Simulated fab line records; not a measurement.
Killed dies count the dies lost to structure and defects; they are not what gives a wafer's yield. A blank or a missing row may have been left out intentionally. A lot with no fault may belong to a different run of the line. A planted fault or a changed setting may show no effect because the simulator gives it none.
Which tool is to blame?    flow sky130    at 1 step of a route of 708, 6 lots with 18 wafers sampled

== WHAT THE GAUGES READ, wafer by wafer ==
SKY_VT_ADJUST_HVTP_TW_MEAS_11.
lot   measured      on            VT_ADJUST_HVTP_TW
L510  day 6 10:31   filmMetro-04  1358 1346 1355
L516  day 7 23:35   filmMetro-01  1379 1390 1379
L524  day 10 05:40  filmMetro-01  1374 1373 1378
L527  day 11 03:52  filmMetro-04  1362 1355 1364
L529  day 12 06:14  filmMetro-01  1393 1392 1389
L532  day 12 16:56  filmMetro-02  1370 1370 1369

== TOOL THAT RAN EACH LOT (tool first, then ch and the chambers of the sampled wafers, then the start) ==
No process step before these readings appears in the record.

== THE ANSWER, worked out from the rows above alone ==
Rule: the usual values come from the lots themselves. The widest of any qualifying gaps counts: lots, ordered by their means at a reading, are off when they make up no more than a third of the lots, leave a main group of 4 or more, and stand apart from it by 3 or more times the standard deviation of that group's means. The tables above print the reading to a certain number of digits; a main group whose means all agree to those digits is not used. Also off: a lot with no number at a reading for which 4 or more lots have one. Where the step has rows for the other lots, those lots are counted as sound.
No lot is off on any of the readings shown, so nothing can be concluded from this.

== WHAT THE SIMULATOR PUT IN ==
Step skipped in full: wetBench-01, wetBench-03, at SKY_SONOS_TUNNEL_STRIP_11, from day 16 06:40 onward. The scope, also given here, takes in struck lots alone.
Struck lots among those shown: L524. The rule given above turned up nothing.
